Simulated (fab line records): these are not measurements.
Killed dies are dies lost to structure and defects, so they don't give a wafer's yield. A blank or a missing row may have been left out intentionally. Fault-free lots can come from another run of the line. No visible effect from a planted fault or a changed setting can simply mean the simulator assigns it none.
Matching of chambers ; flow gf180mcu ; GF_CONTACT_CVD_00 on hdpcvd-01: 3 sister chambers
The step deposits SiO2, target thk 300 nm, time 50 s. 14 wafers are shown with their chamber, then 7 later ones without.

WAFERS WITH THEIR CHAMBER
wafer;chamber;susceptorTempC (C)
L749.2;0;400.14
L749.4;0;400.07
L749.6;1;400.28
L750.1;2;399.91
L750.2;0;400.31
L750.5;0;399.92
L755.2;0;400.38
L755.3;2;399.82
L755.5;2;400.26
L763.2;1;400.23
L763.3;2;399.93
L763.4;0;400.09
L766.3;1;399.68
L766.4;1;399.79

SIGNATURES, as means of the wafers listed above
reading;chamber 0;chamber 1;chamber 2;scatter within a chamber
susceptorTempC;400.1517;399.9950;399.9800;0.22
Rule: distance of a wafer from a chamber = root of the sum over the readings of ((wafer's reading minus chamber's mean) / reading's scatter) squared. The wafer belongs to the nearest chamber; if the next one is less than 2 further off, it can't be placed. How the scatter is found: for the shown wafers, subtract from each reading the mean of its chamber, square and add these, divide the total by (wafers less chambers), then take the root.

WAFERS WITHOUT THEIR CHAMBER
wafer;susceptorTempC (C)
L766.5;399.76
L768.2;399.68
L768.4;399.96
L768.5;400.03
L770.1;399.82
L770.2;400.10
L770.5;399.97

WHICH CHAMBER EACH ONE RAN IN
wafer;from the rows above;in truth
L766.5;can't be placed: 2 or 1 or 0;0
L768.2;can't be placed: 2 or 1 or 0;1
L768.4;can't be placed: 2 or 1 or 0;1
L768.5;can't be placed: 1 or 2 or 0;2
L770.1;can't be placed: 2 or 1 or 0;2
L770.2;can't be placed: 0 or 1 or 2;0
L770.5;can't be placed: 2 or 1 or 0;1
Correctly placed: 0 of 7. Cannot be placed on the basis of these rows: 7; the candidates contain the true chamber in 7. 0 placed wrongly.
